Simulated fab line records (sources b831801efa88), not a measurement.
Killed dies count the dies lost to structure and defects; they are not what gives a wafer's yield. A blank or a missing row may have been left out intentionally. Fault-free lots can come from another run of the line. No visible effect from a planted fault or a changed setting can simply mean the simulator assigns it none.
Matching of chambers / flow gf180mcu / GF_V5_CMP_04 on cmp-01 has 4 sister chambers
The step polishes SiO2. 8 wafers are shown with their chamber, then 8 later ones without.

== EACH WAFER AND ITS CHAMBER ==
wafer=L788.1; chamber=3; motor-current-A (A)=12.2
wafer=L788.2; chamber=1; motor-current-A (A)=13.6
wafer=L795.1; chamber=0; motor-current-A (A)=10.5
wafer=L795.5; chamber=3; motor-current-A (A)=13.8
wafer=L796.1; chamber=2; motor-current-A (A)=9.5
wafer=L796.2; chamber=0; motor-current-A (A)=11.3
wafer=L796.4; chamber=1; motor-current-A (A)=14.1
wafer=L799.3; chamber=2; motor-current-A (A)=10.7

== WAFERS WITHOUT THEIR CHAMBER ==
wafer=L799.4; motor-current-A (A)=12.8
wafer=L799.5; motor-current-A (A)=10.3
wafer=L800.3; motor-current-A (A)=10.4
wafer=L800.5; motor-current-A (A)=12.9
wafer=L800.6; motor-current-A (A)=11.4
wafer=L801.2; motor-current-A (A)=13.3
wafer=L801.4; motor-current-A (A)=10.7
wafer=L801.5; motor-current-A (A)=10.2

== WHICH CHAMBER EACH WENT THROUGH ==
wafer=L799.4; from the rows above=can't be placed: 3 or 1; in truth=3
wafer=L799.5; from the rows above=can't be placed: 2 or 0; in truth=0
wafer=L800.3; from the rows above=can't be placed: 2 or 0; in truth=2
wafer=L800.5; from the rows above=can't be placed: 3 or 1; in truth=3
wafer=L800.6; from the rows above=can't be placed: 0 or 2 or 3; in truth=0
wafer=L801.2; from the rows above=can't be placed: 3 or 1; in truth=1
wafer=L801.4; from the rows above=can't be placed: 0 or 2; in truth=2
wafer=L801.5; from the rows above=can't be placed: 2 or 0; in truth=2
0 of 8 placed correctly. From these rows, 8 cannot be placed; in 8 the true chamber is one of the candidates. Number placed wrongly: 0.
How it was worked out, from the rows above alone: a wafer's distance from a chamber is the root of the sum, over the readings, of the square of ((its reading less the chamber's mean) divided by the reading's scatter). If the next closest chamber is less than 2 further off than the closest, the wafer can't be placed; otherwise it belongs to the closest. A chamber's mean is the mean of its shown wafers. How the scatter is found: for the shown wafers, subtract from each reading the mean of its chamber, square and add these, divide the total by (wafers less chambers), then take the root.
